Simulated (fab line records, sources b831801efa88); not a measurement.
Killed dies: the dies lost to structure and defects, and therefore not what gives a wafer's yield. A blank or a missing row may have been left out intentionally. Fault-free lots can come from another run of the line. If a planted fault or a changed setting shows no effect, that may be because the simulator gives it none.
fab line records | flow sky130
record: lots: 6 wafers: 18 last-day: 49
route steps=708 shown VT_ADJUST_PCH@148 SONOS_TUNNEL@154 PAD_OPEN@708
lots that met no fault: taken from a fault-free run of the same line
start-h: the number of hours between the record's first day and the start of the first shown wafer of the lot | wait-h: time in hours since the lot's previous step | " identical to the entry in the row above | L1.1+2: a single row standing in for several wafers | - no value, or no start was given | * or withheld: withheld | < > ~ a bound
route shown NAME@n: a module of which the file shows steps, and the number in the route of the first | usual: mean/standard deviation taken from wafers without a fault | same: alike in all rows | chamber/n: place in a boat | sites: readings site by site | _std_site: standard deviation across them | _edge_site: inner sites' mean taken away from outer sites' mean | radius-mm: for every site, how far away it sits from the centre of the wafer | mask NAME#n: copy n | behind: the tool/chamber that last shaped the wafer | hold: why the lot was held/for how many hours/how that ended | device: the transistor (n, p or np) that didn't switch | end of line: the same wafers' tests at the end of the route | a step without rows: its recipe alone | killed: the dies lost at the first sort to structure and to defects; this is not the yield of the wafer | map: the dies of a wafer, with x for killed, . for not killed, _ for no die there
set.NAME: the setting that was run; set.NAME@STEP: the one run at that earlier step | model.NAME: the simulator's own value behind a step, which no gauge read
lots at some steps of the route; a table a step, a row a wafer
services: the hour from which a tool's chamber was out of use, counted from the record's first day as start-h (under 0 if before that day), plus the number of hours and why
== steps ==
step: SKY_VT_ADJUST_PCH_PEB_05
recipe: temp-c: 115 time-s: withheld
step: SKY_VT_ADJUST_PCH_DEVELOP_06
recipe: wall-angle-deg: 90 developer: TMAH develop-time-s: 60 dev-temp-c: 23
step: SKY_VT_ADJUST_PCH_OVL_MEAS_07
usual: VT_ADJUST_PCH_OVL: -0.9/1.4
columns lot.wafer tool chamber start-h wait-h VT_ADJUST_PCH_OVL[nm]
L737.1 overlay-01 - 246.42 - -2.3
L737.2 " - " " -2.5
L737.3 " - " " -1.4
L741.2 overlay-02 - 281.18 - 1.0
L741.4 " - " " 2.0
L741.6 " - " " 3.4
L742.2 overlay-02 - 284.48 - -0.2
L742.3 " - " " -0.1
L742.6 " - " " -1.2
L749.2 overlay-01 - 340.93 - -3.3
L749.5 " - " " -2.4
L749.6 " - " " -1.7
L751.1 overlay-01 - 362.53 - -0.3
L751.2 " - " " 0.1
L751.4 " - " " 0.7
L752.2 overlay-02 - 371.13 - -1.1
L752.4 " - " " -2.7
L752.5 " - " " -1.2
step: SKY_VT_ADJUST_PCH_IMPLANT_08
recipe: species: B energy-kev: 10 dose-cm2: 5e+11 tilt-deg: withheld
step: SKY_VT_ADJUST_PCH_STRIP_09
recipe: chemistry: O2/N2 power-w: 1400 pressure-mtorr: 1500 platen-temp-c: withheld o2-flow-sccm: 3000 n2-flow-sccm: 300 overash-fraction: 0.5
usual: drypump-motor-current-A: 5.9/0.55 n2-flow-sccm: 300.1/0.94 oes-product-au: 0.722/0.0049 strip-time-to-endpoint-s: 36.98/0.12
columns lot.wafer tool chamber start-h wait-h drypump-motor-current-A n2-flow-sccm oes-product-au rf-hours-counter-h strip-time-to-endpoint-s
L737.1 plasma-asher-04 1 246.72 0.1 5.3 300.7 0.721 43 37.05
L737.2 " 0 " " 6.8 300.2 0.725 43 37.10
L737.3 " 0 " " 6.8 300.4 0.717 - 37.21
L741.2 plasma-asher-02 0 281.36 0.1 6.3 300.7 0.716 14 36.84
L741.4 " 1 " " 5.9 301.2 0.721 - 36.90
L741.6 " 0 " " 6.3 300.2 0.732 - 36.85
L742.2 plasma-asher-03 1 284.66 0.1 5.3 300.3 0.718 58 36.84
L742.3 " 0 " " 5.8 298.9 0.723 - 36.85
L742.6 " 1 " " 5.4 301.8 0.727 - 36.90
L749.2 plasma-asher-04 1 341.11 0.1 5.3 299.7 0.721 52 37.24
L749.5 " 1 " " 5.3 299.0 0.727 - 37.23
L749.6 " 0 " " 6.8 299.6 0.713 - 37.08
L751.1 plasma-asher-02 0 362.72 0.1 6.3 300.2 0.723 22 37.24
L751.2 " 1 " " 5.9 299.1 0.728 22 37.10
L751.4 " 0 " " 6.3 299.7 0.724 - 37.17
L752.2 plasma-asher-04 0 371.31 0.1 6.8 302.0 0.721 56 36.81
L752.4 " 0 " " 6.8 300.7 0.724 - 36.90
L752.5 " 0 " " 6.8 300.2 0.716 - 36.78
step: SKY_VT_ADJUST_PCH_TW_MEAS_10
usual: VT_ADJUST_PCH_TW: 140.9/0.76
columns lot.wafer tool chamber start-h wait-h VT_ADJUST_PCH_TW
L737.1 film-metro-01 - 246.82 0.1 140.7
L737.2 " - " " 141.7
L737.3 " - " " 140.6
L741.2 film-metro-03 - 281.47 0.1 142.7
L741.4 " - " " 142.7
L741.6 " - " " 142.2
L742.2 film-metro-01 - 284.77 0.1 140.5
L742.3 " - " " 140.6
L742.6 " - " " 140.5
L749.2 film-metro-03 - 341.22 0.1 141.2
L749.5 " - " " 140.9
L749.6 " - " " 141.2
L751.1 film-metro-03 - 362.82 0.1 140.0
L751.2 " - " " 140.3
L751.4 " - " " 140.9
L752.2 film-metro-03 - 371.42 0.1 140.0
L752.4 " - " " 139.9
L752.5 " - " " 140.7
step: SKY_SONOS_TUNNEL_DEHYDRATE_00
recipe: temp-c: 200 time-s: 60
step: SKY_SONOS_TUNNEL_HMDS_01
recipe: prime-time-s: 60 prime-temp-c: 120
step: SKY_SONOS_TUNNEL_COAT_02
recipe: resist: NOVOLAK spin-rpm: 3000 resist-thk-nm: 1140
step: SKY_SONOS_TUNNEL_SOFTBAKE_03
recipe: temp-c: 90 time-s: 60 resist: NOVOLAK
step: SKY_SONOS_TUNNEL_EXPOSE_04
recipe: mask-id: TUNM na: 0.6 source-shape: conventional sigma-outer: 0.6 polarization: unpolarized target-cd-nm: 410 dose-mj: 136
step: SKY_SONOS_TUNNEL_PEB_05
recipe: temp-c: withheld time-s: * resist: NOVOLAK
step: SKY_SONOS_TUNNEL_DEVELOP_06
recipe: resist: NOVOLAK developer: TMAH develop-time-s: 60 dev-temp-c: 23
usual: developer-temp-C: 23.00/0.1 exhaust-pa: 45.0/0.95
columns lot.wafer tool chamber start-h wait-h developer-temp-C exhaust-pa
L737.1 litho-track-03 0 270.37 0.1 23.03 44.6
L737.2 " 0 " " 23.11 44.9
L737.3 " 0 " " 23.12 45.8
L741.2 litho-track-04 0 307.01 0.1 22.94 46.4
L741.4 " 0 " " 23.03 46.1
L741.6 " 0 " " 22.90 46.3
L742.2 litho-track-04 0 311.11 0.1 23.20 45.0
L742.3 " 0 " " 23.22 44.7
L742.6 " 0 " " 23.17 45.4
L749.2 litho-track-04 0 369.26 0.1 20.74 46.3
L749.5 " 0 " " 20.65 45.6
L749.6 " 0 " " 20.84 45.7
L751.1 litho-track-04 0 390.83 0.1 20.71 45.1
L751.2 " 0 " " 20.64 46.2
L751.4 " 0 " " 20.55 44.9
L752.2 litho-track-01 0 399.50 0.1 23.14 45.7
L752.4 " 0 " " 23.15 45.6
L752.5 " 0 " " 23.15 45.9
step: SKY_SONOS_TUNNEL_CD_MEAS_07
recipe: target-cd-nm: 410
usual: cd-nm: 409.7/1.8
columns lot.wafer tool chamber start-h wait-h cd-nm
L737.1 cd-sem-02 - 270.52 0.1 407.6
L737.2 " - " " 409.5
L737.3 " - " " 412.1
L741.2 cd-sem-01 - 307.16 0.1 410.9
L741.4 " - " " 408.7
L741.6 " - " " 408.4
L742.2 cd-sem-02 - 311.26 0.1 409.9
L742.3 " - " " 410.0
L742.6 " - " " 410.4
L749.2 cd-sem-02 - 369.40 0.1 417.0
L749.5 " - " " 416.3
L749.6 " - " " 414.9
L751.1 cd-sem-01 - 390.98 0.1 414.9
L751.2 " - " " 413.4
L751.4 " - " " 414.3
L752.2 cd-sem-01 - 399.64 0.1 407.7
L752.4 " - " " 406.8
L752.5 " - " " 406.4
step: SKY_SONOS_TUNNEL_OVL_MEAS_08
usual: SONOS_TUNNEL_OVL: -0.4/1.3
columns lot.wafer tool chamber start-h wait-h SONOS_TUNNEL_OVL[nm]
L737.1 overlay-02 - 270.64 0.1 1.0
L737.2 " - " " 1.1
L737.3 " - " " 0.1
L741.2 overlay-02 - 307.26 0.1 -0.7
L741.4 " - " " 0.6
L741.6 " - " " -1.8
L742.2 overlay-01 - 311.36 0.1 1.4
L742.3 " - " " 1.9
L742.6 " - " " 1.6
L749.2 overlay-01 - 369.51 0.1 -1.5
L749.5 " - " " 0.8
L749.6 " - " " -1.3
L751.1 overlay-02 - 391.10 0.1 -2.3
L751.2 " - " " -2.3
L751.4 " - " " -0.7
L752.2 overlay-02 - 399.75 0.1 0.4
L752.4 " - " " -0.9
L752.5 " - " " 0.2
step: SKY_PAD_OPEN_PROBE_99
usual: killed_at_M0_to_M3: 43/6.6 killed_at_M4_up: 3.2/1.9 killed-at-contacts: 25/5.3 killed-at-front-end: 16/4.5 killed-at-other: 0.3/0.63 killed-dies: 87/8.9 killed-open: 48/7.9 killed-short: 39/5.3
same: gross-dies: 492 killed-at-back-side: 0
columns lot.wafer tool chamber start-h wait-h killed_at_M0_to_M3 killed_at_M4_up killed-at-contacts killed-at-front-end killed-at-other killed-dies killed-open killed-short
L737.1 prober-02 - 1089.24 0.1 36 3 27 14 1 81 36 43
L737.2 prober-02 - 1089.29 0.1 46 2 30 8 1 87 44 41
L737.3 prober-02 - 1089.34 0.2 45 5 28 12 0 90 45 43
L742.2 prober-01 - 1119.29 0.1 47 2 24 19 1 93 53 40
L742.3 prober-01 - 1119.34 0.2 51 2 19 16 0 88 48 39
L742.6 prober-01 - 1119.49 0.2 36 2 26 11 0 75 34 41
L749.2 prober-02 - 1160.24 0.1 59 1 20 23 0 103 56 46
L749.5 prober-02 - 1160.39 0.2 52 1 24 10 0 87 49 37
L749.6 prober-02 - 1160.44 0.2 35 1 21 17 0 74 35 39
L751.1 prober-02 - 1175.08 0.1 51 3 15 14 0 83 41 42
L751.2 prober-02 - 1175.13 0.1 40 1 29 13 0 83 44 39
L751.4 prober-02 - 1175.23 0.2 52 4 34 20 0 110 67 43
L752.2 prober-01 - 1178.34 0.1 40 4 22 20 1 87 40 46
L752.4 prober-01 - 1178.44 0.2 39 3 34 11 0 87 45 42
L752.5 prober-01 - 1178.49 0.2 38 5 23 15 1 82 45 37
killed by level:class
L737.1 CONTACT:geometric-particle:open=8 LI_CONTACT:geometric-particle:open=7 VIA1:geometric-particle:open=6 LOCAL_INTERCONNECT:geometric-particle:short=5 CONTACT:geometric-particle:short=5 VIA1:geometric-particle:short=5 METAL3:geometric-particle:short=5 METAL1:geometric-particle:short=4
L737.2 CONTACT:geometric-particle:open=13 LI_CONTACT:geometric-particle:open=7 METAL2:geometric-particle:short=7 VIA1:geometric-particle:open=7 VIA1:geometric-particle:short=6 VIA3:geometric-particle:open=5 VIA2:geometric-particle:short=5 LI_CONTACT:geometric-particle:short=4
L737.3 CONTACT:geometric-particle:open=16 VIA1:geometric-particle:open=7 VIA3:geometric-particle:open=7 VIA1:geometric-particle:short=6 METAL1:geometric-particle:short=6 METAL2:geometric-particle:short=6 CONTACT:geometric-particle:short=5 FIELD_ISO:geometric-particle:open=4
L742.2 VIA1:geometric-particle:open=11 VIA2:geometric-particle:open=10 CONTACT:geometric-particle:open=8 FIELD_ISO:geometric-particle:open=7 LI_CONTACT:geometric-particle:open=7 POLY_GATE:geometric-particle:short=6 VIA1:geometric-particle:short=5 METAL3:geometric-particle:short=5
L742.3 VIA2:geometric-particle:open=14 VIA1:geometric-particle:open=8 FIELD_ISO:geometric-particle:short=6 LOCAL_INTERCONNECT:geometric-particle:short=6 METAL2:geometric-particle:short=6 CONTACT:geometric-particle:open=6 VIA3:geometric-particle:open=5 VIA1:geometric-particle:short=5
L742.6 LI_CONTACT:geometric-particle:open=11 METAL3:geometric-particle:short=7 CONTACT:geometric-particle:short=6 VIA1:geometric-particle:open=6 METAL2:geometric-particle:short=5 CONTACT:geometric-particle:open=5 METAL1:geometric-particle:short=5 VIA1:geometric-particle:short=4
L749.2 VIA2:geometric-particle:open=17 FIELD_ISO:geometric-particle:open=11 FIELD_ISO:geometric-particle:short=6 LOCAL_INTERCONNECT:geometric-particle:short=6 METAL2:geometric-particle:short=6 VIA2:geometric-particle:short=6 LI_CONTACT:geometric-particle:open=5 METAL1:geometric-particle:short=5
L749.5 VIA1:geometric-particle:open=13 VIA3:geometric-particle:open=12 LI_CONTACT:geometric-particle:open=8 METAL2:geometric-particle:short=7 CONTACT:geometric-particle:open=6 LI_CONTACT:geometric-particle:short=4 CONTACT:geometric-particle:short=4 METAL1:geometric-particle:short=4
L749.6 LI_CONTACT:geometric-particle:open=8 CONTACT:geometric-particle:open=6 VIA1:geometric-particle:open=6 FIELD_ISO:geometric-particle:open=5 FIELD_ISO:geometric-particle:short=5 METAL1:geometric-particle:short=5 VIA1:geometric-particle:short=5 POLY_GATE:geometric-particle:short=4
L751.1 VIA3:geometric-particle:open=9 METAL1:geometric-particle:short=8 CONTACT:geometric-particle:open=7 METAL2:geometric-particle:short=7 FIELD_ISO:geometric-particle:short=6 VIA1:geometric-particle:open=6 VIA1:geometric-particle:short=5 VIA2:geometric-particle:open=4
L751.2 CONTACT:geometric-particle:open=13 METAL1:geometric-particle:short=7 VIA1:geometric-particle:open=7 VIA2:geometric-particle:open=6 FIELD_ISO:geometric-particle:open=5 CONTACT:geometric-particle:short=5 METAL2:geometric-particle:short=5 LI_CONTACT:geometric-particle:open=4
L751.4 CONTACT:geometric-particle:open=11 VIA1:geometric-particle:open=11 VIA2:geometric-particle:open=10 VIA3:geometric-particle:open=10 LI_CONTACT:geometric-particle:open=9 CONTACT:geometric-particle:short=7 FIELD_ISO:geometric-particle:short=6 VIA1:geometric-particle:short=5
L752.2 FIELD_ISO:geometric-particle:short=12 CONTACT:geometric-particle:open=11 CONTACT:geometric-particle:short=7 VIA3:geometric-particle:open=7 VIA2:geometric-particle:open=6 METAL1:geometric-particle:short=6 VIA1:geometric-particle:open=6 METAL2:geometric-particle:short=5
L752.4 CONTACT:geometric-particle:open=14 CONTACT:geometric-particle:short=8 LI_CONTACT:geometric-particle:open=7 METAL3:geometric-particle:short=7 VIA1:geometric-particle:short=6 VIA1:geometric-particle:open=6 METAL1:geometric-particle:short=5 METAL2:geometric-particle:short=4
L752.5 CONTACT:geometric-particle:open=12 VIA2:geometric-particle:open=8 VIA1:geometric-particle:open=7 METAL1:geometric-particle:short=5 FIELD_ISO:geometric-particle:open=4 CONTACT:geometric-particle:short=4 LI_CONTACT:geometric-particle:short=4 METAL2:geometric-particle:short=4
== services ==
columns tool chamber start-h hours kind
plasma-asher-02 - 240.18 14.6 pm
litho-track-04 - 314.35 - consumable-replace:filter
plasma-asher-02 - 354.59 2.8 pm
plasma-asher-03 - 366.31 15.6 pm
== key ==
first-sign: step: SKY_SONOS_TUNNEL_DEVELOP_06 reading: developer-temp-C direction: down sigmas: 23 usual: * struck: *
effect: step: SKY_SONOS_TUNNEL_CD_MEAS_07 reading: cd-nm direction: up sigmas: 3 usual: 409.7 struck: 415.1
met-at SKY_SONOS_TUNNEL_DEVELOP_06
struck-wafers L749.2,L749.5,L749.6,L751.1,L751.2,L751.4
tester-left-out L749,L751
onset-between 311.11 369.26
fault: kind: process-parameter-drift tool: litho-track-04 chamber: - onset-h: 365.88 steps: SKY_SONOS_TUNNEL_DEVELOP_06 channel: dev-temp-c offset: * shape: step end-h: 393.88 acts-in: * stated: *
tester-left-out: of these lots the tester's yield and bins aren't shown, on N5 and GAA mostly nor the transistor test; their killed dies are dies lost to structure and defects alone, not to doping, threshold or leakage, so they don't give the yield
